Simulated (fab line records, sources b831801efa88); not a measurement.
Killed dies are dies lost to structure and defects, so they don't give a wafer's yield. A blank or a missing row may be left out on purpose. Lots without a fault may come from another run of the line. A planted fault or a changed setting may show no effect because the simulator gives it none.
A struck lot beside a sound one | flow sky130 | 24 steps out of a route of 708
Sound: wafers L582.1, L582.2, L582.6. Struck: wafers L596.1, L596.4, L596.5. The cause comes at the end.
At each step with rows: each side's tool, then ch and its chambers, then its first start. Under that, the readings that differ: sound wafers | struck wafers | difference of the means | sigmas: that difference in standard deviations of wafers without a fault.
alike: readings whose means differ by less than 2 such deviations, and words and numbers that are the same on both sides. not compared: withheld readings, readings that some wafer has no value for, bounds like >300 that may hide the same value, and numbers for which the record gives no deviation and whose values overlap.
The two part at a step that has a row with sigmas, a row that says differs or no value, or rows on one side only. Numbers that don't overlap but have no deviation are shown without sigmas and don't part them. A reading that every wafer of one side lacks parts them only if that side has two wafers or more.

first, 2 steps without rows for these wafers: SKY_SONOS_TUNNEL_WET_ETCH_10 (etches SiO2 in dHF, target depth 14 nm, time 280 s); SKY_SONOS_TUNNEL_STRIP_11 (strips in SPM, time 600 s).
SKY_SONOS_TUNNEL_TW_MEAS_12:
  sound on film_metro-02, day 11 21:38; struck on film_metro-04, day 16 14:44
  alike: SONOS_TUNNEL_TW
then, 2 steps without rows for these wafers: SKY_SONOS_TUNNEL_CLEAN_13 (cleans in dHF, time 20 s); SKY_SONOS_ONO_OXIDATION_00 (stabilise 600 s, purge 300 s, target thk 2.6 nm).
SKY_SONOS_ONO_THK_MEAS_01:
  sound on film_metro-02, day 12 00:34; struck on film_metro-02, day 16 18:11
  reading                      | sound          | struck         | difference | sigmas
  SONOS_ONO_OXIDATION_THK (nm) | 2.61 2.59 2.66 | 2.52 2.47 2.47 | -0.13      | -2
then, 1 step without rows for these wafers: SKY_SONOS_ONO_CVD_02 (deposits Si3N4 from DCS/NH3, target thk 10.5 nm, time 180 s).
SKY_SONOS_ONO_THK_MEAS_03:
  sound on film_metro-01, day 12 03:48; struck on film_metro-04, day 16 19:38
  alike: SONOS_ONO_CVD_02_THK
then, 1 step without rows for these wafers: SKY_SONOS_ONO_CVD_04 (deposits SiO2 from SiH4/N2O, target thk 5.7199 nm).
SKY_SONOS_ONO_THK_MEAS_05:
  sound on film_metro-02, day 12 05:07; struck on film_metro-01, day 16 21:00
  alike: SONOS_ONO_CVD_04_THK
then, 2 steps without rows for these wafers: SKY_SONOS_ONO_DEHYDRATE_06 (time 60 s); SKY_SONOS_ONO_HMDS_07 (prime time 60 s).
SKY_SONOS_ONO_COAT_08: resist thk 1140 nm.
  sound on litho_track-04 ch 0, day 12 16:41; struck on litho_track-02 ch 0, day 17 10:46
  reading                                        | sound                | struck               | difference | sigmas
  spin_speed_rpm (rpm)                           | 2998.4 2997.5 2997.1 | 2750.3 2749.5 2749.8 | -247.8     | -99 or more
  model.NOVOLAK_of_SONOS_ONO_COAT_08.thk_nm (nm) | 1131 1134 1134       | 1190 1192 1194       | +59        |
  alike: chill_plate_temp_C, exhaust_pa
then, 4 steps without rows for these wafers: SKY_SONOS_ONO_SOFTBAKE_09 (time 60 s); SKY_SONOS_ONO_EXPOSE_10 (exposes mask ONOM, target cd 410 nm); SKY_SONOS_ONO_PEB_11; SKY_SONOS_ONO_DEVELOP_12 (develop time 60 s).
SKY_SONOS_ONO_CD_MEAS_13: target cd 410 nm.
  sound on cd_sem-01, day 13 04:35; struck on cd_sem-01, day 18 02:19
  alike: cd_nm
SKY_SONOS_ONO_OVL_MEAS_14:
  sound on overlay-02, day 13 04:43; struck on overlay-02, day 18 02:26
  alike: SONOS_ONO_OVL
SKY_SONOS_ONO_ETCH_15: etches the open film in CHF3/O2, target depth 19.52 nm, time 7.8 s.
  sound on rie_diel-03 ch 0,1,2, day 13 04:45; struck on rie_diel-04 ch 0,1,3, day 18 02:28
  reading                                        | sound          | struck         | difference | sigmas
  model.NOVOLAK_of_SONOS_ONO_COAT_08.thk_nm (nm) | 1114 1117 1117 | 1173 1176 1177 | +59        |
  alike: drypump_motor_current_A, oes_product_au, throttle_valve_pct
  not compared: rf_hours_counter_h, model.SONOS_ONO.cd_nm
then, 1 step without rows for these wafers: SKY_SONOS_ONO_WET_ETCH_16 (etches SiO2 in dHF, target depth 14 nm, time 280 s).
SKY_SONOS_ONO_STRIP_17: strips in O2/N2.
  sound on plasma_asher-01 ch 0,1, day 13 04:57; struck on plasma_asher-04 ch 0,1, day 18 02:40
  reading                      | sound             | struck            | difference | sigmas
  strip_time_to_endpoint_s (s) | 14.00 14.02 14.03 | 14.65 14.67 14.70 | +0.66      | +12
  alike: drypump_motor_current_A, oes_product_au
  not compared: rf_hours_counter_h
then, 2 steps without rows for these wafers: SKY_SONOS_ONO_WET_ETCH_18 (etches Si3N4 in H3PO4, target depth 15 nm, time 172 s); SKY_PAD_OPEN_PROBE_99.

WHERE THEY PART
First at SKY_SONOS_ONO_THK_MEAS_01; last, within this record, at SKY_SONOS_ONO_STRIP_17.

WHY: what the simulator had put in
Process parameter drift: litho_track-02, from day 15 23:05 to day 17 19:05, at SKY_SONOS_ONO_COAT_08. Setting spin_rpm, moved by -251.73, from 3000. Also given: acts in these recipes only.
